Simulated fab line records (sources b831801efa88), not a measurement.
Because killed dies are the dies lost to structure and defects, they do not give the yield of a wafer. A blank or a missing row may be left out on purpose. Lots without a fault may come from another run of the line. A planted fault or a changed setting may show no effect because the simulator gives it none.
Which tool is to blame? | flow gf180mcu | Sampling: 15 lots, 45 wafers, 4 of 602 route steps

WHAT THE GAUGES SHOWED, per wafer
GF_POLY_GATE_CD_MEAS_18.
lot  | measured     | on        | cd_nm (nm)
L710 | day 9 18:50  | cd_sem-02 | 278.0 279.8 277.3
L711 | day 9 21:31  | cd_sem-01 | 276.2 278.4 275.3
L712 | day 10 06:51 | cd_sem-02 | 282.5 283.0 285.0
L713 | day 10 18:04 | cd_sem-01 | 280.5 279.3 281.2
L716 | day 11 08:29 | cd_sem-02 | 281.1 281.0 279.1
L717 | day 11 17:47 | cd_sem-02 | 280.8 281.5 278.0
L718 | day 11 17:55 | cd_sem-01 | 279.9 278.1 274.6
L721 | day 12 17:55 | cd_sem-01 | 282.5 283.3 280.1
L722 | day 13 02:49 | cd_sem-01 | 275.2 278.6 274.9
L723 | day 13 08:31 | cd_sem-02 | 278.7 278.6 278.6
L724 | day 13 08:33 | cd_sem-01 | 278.8 281.4 280.7
L727 | day 14 11:17 | cd_sem-01 | 277.9 282.0 278.1
L729 | day 15 06:15 | cd_sem-01 | 279.2 281.3 283.3
L732 | day 15 18:47 | cd_sem-01 | 273.1 276.3 277.1
L733 | day 16 03:38 | cd_sem-01 | 279.8 278.1 278.1

GF_M1_OVL_MEAS_15.
lot  | measured     | on         | M1_OVL (nm)
L710 | day 17 14:29 | overlay-01 | 3 7 4
L711 | day 17 18:14 | overlay-02 | 3 4 -1
L712 | day 18 05:41 | overlay-02 | -12 -8 -2
L713 | day 18 16:49 | overlay-02 | 4 -3 4
L716 | day 19 13:21 | overlay-02 | 8 4 4
L717 | day 20 03:44 | overlay-02 | 4 0 2
L718 | day 20 04:57 | overlay-02 | -3 -2 3
L721 | day 21 08:44 | overlay-01 | 0 2 0
L727 | day 23 11:00 | overlay-02 | 0 -2 -6
L729 | day 24 03:32 | overlay-02 | 3 -1 1
L732 | day 24 18:41 | overlay-01 | -5 -7 -9
L733 | day 25 03:50 | overlay-01 | -3 -6 -6

GF_V2_BOW_MEAS_05.
lot  | measured     | on            | V2_BOW (um)
L710 | day 19 19:20 | film_metro-01 | 93 88 96
L711 | day 19 22:28 | film_metro-01 | 90 89 78
L712 | day 20 11:06 | film_metro-03 | 92 97 97
L713 | day 20 22:26 | film_metro-02 | 108 102 108
L716 | day 21 16:52 | film_metro-03 | 102 111 99
L717 | day 22 07:15 | film_metro-03 | 103 102 103
L718 | day 22 08:34 | film_metro-03 | 96 92 103
L721 | day 23 11:16 | film_metro-03 | 91 94 94
L727 | day 25 10:13 | film_metro-03 | 94 96 91
L729 | day 26 02:11 | film_metro-02 | 92 106 103
L732 | day 26 17:13 | film_metro-02 | 106 102 97
L733 | day 27 01:52 | film_metro-02 | 102 90 89

WHAT TOOL EACH LOT RAN ON (gives the tool, then ch and the chambers of the sampled wafers, and finally the start)
lot  | GF_POLY_GATE_STRIP_14
L710 | plasma_asher-03 ch 0,1, day 9 17:20
L711 | plasma_asher-02 ch 0,1, day 9 19:32
L712 | plasma_asher-03 ch 0,1, day 10 05:10
L713 | plasma_asher-02 ch 0,1, day 10 15:40
L716 | plasma_asher-02 ch 0,1, day 11 06:59
L717 | plasma_asher-02 ch 0,1, day 11 15:25
L718 | plasma_asher-01 ch 0,1, day 11 15:50
L721 | plasma_asher-03 ch 1, day 12 12:38
L722 | plasma_asher-02 ch 0,1, day 12 18:20
L723 | plasma_asher-02 ch 0,1, day 13 02:46
L724 | plasma_asher-02 ch 0,1, day 13 05:20
L727 | plasma_asher-02 ch 0,1, day 14 09:25
L729 | plasma_asher-02 ch 1, day 15 00:10
L732 | plasma_asher-03 ch 0,1, day 15 14:53
L733 | plasma_asher-03 ch 1, day 16 02:08
- GF_POLY_GATE_STRIP_14: strips in O2/N2.

WHAT THE TOOLS THEMSELVES READ (means of the sampled wafers that have a number; where no wafer has one, the mark that the record gives instead)
GF_POLY_GATE_STRIP_14.
lot  | tool            | chamber_pressure_mTorr (mTorr) | drypump_motor_current_A (A) | heater_power_w (W) | o2_flow_sccm (sccm) | oes_product_au (a.u.)
L710 | plasma_asher-03 | 1499.7                         | 6.0                         | 323                | 2997                | 0.502
L711 | plasma_asher-02 | 1501.1                         | 5.5                         | 329                | 3001                | 0.506
L712 | plasma_asher-03 | 1500.3                         | 5.4                         | 345                | 3002                | 0.508
L713 | plasma_asher-02 | 1500.4                         | 5.5                         | 330                | 3005                | 0.500
L716 | plasma_asher-02 | 1500.9                         | 5.5                         | 327                | 3007                | 0.502
L717 | plasma_asher-02 | 1501.0                         | 5.5                         | 328                | 3000                | 0.506
L718 | plasma_asher-01 | 1501.4                         | 6.4                         | 362                | 3006                | 0.503
L721 | plasma_asher-03 | 1500.4                         | 4.9                         | 352                | 3013                | 0.500
L722 | plasma_asher-02 | -                              | -                           | -                  | -                   | -
L723 | plasma_asher-02 | -                              | -                           | -                  | -                   | -
L724 | plasma_asher-02 | -                              | -                           | -                  | -                   | -
L727 | plasma_asher-02 | 1500.8                         | 5.5                         | 331                | 3003                | 0.508
L729 | plasma_asher-02 | 1501.1                         | 5.6                         | 324                | 2991                | 0.504
L732 | plasma_asher-03 | 1500.4                         | 6.0                         | 326                | 2998                | 0.506
L733 | plasma_asher-03 | 1500.4                         | 4.9                         | 358                | 2994                | 0.512

THE ANSWER, worked out from the rows above alone
Rule: what is usual is taken from the lots themselves. Put in order of their means at a reading, lots are off if they are a third of the lots or fewer, leave a main group of 4 or more, and stand apart from it by a gap of 3 or more times the standard deviation of the main group's means; of several such gaps the widest counts. A main group whose means are all the same, to the digits that the tables above print for the reading, isn't used. Also off: a lot with no number at a reading for which 4 or more lots have one. Where the step has rows for the other lots, those lots are counted as sound. Order of review: gauges by route order, followed by the tools' own readings, for which a lot's mean as printed above is used. The first step at which some lot is off is used, and at that step the reading that is off furthest; a lot without a number counts as furthest.
Off: L722, L723, L724 (GF_POLY_GATE_STRIP_14, chamber_pressure_mTorr). Without a number there: L722, L723, L724. Mean 1500.7 mTorr and standard deviation 0.45 in the main group.
A tool fits if, at that step or a process step before it, it ran every lot that is off, and no sound lot after the first of them. None of those tried fits.

WHAT HAD BEEN PUT IN BY THE SIMULATOR
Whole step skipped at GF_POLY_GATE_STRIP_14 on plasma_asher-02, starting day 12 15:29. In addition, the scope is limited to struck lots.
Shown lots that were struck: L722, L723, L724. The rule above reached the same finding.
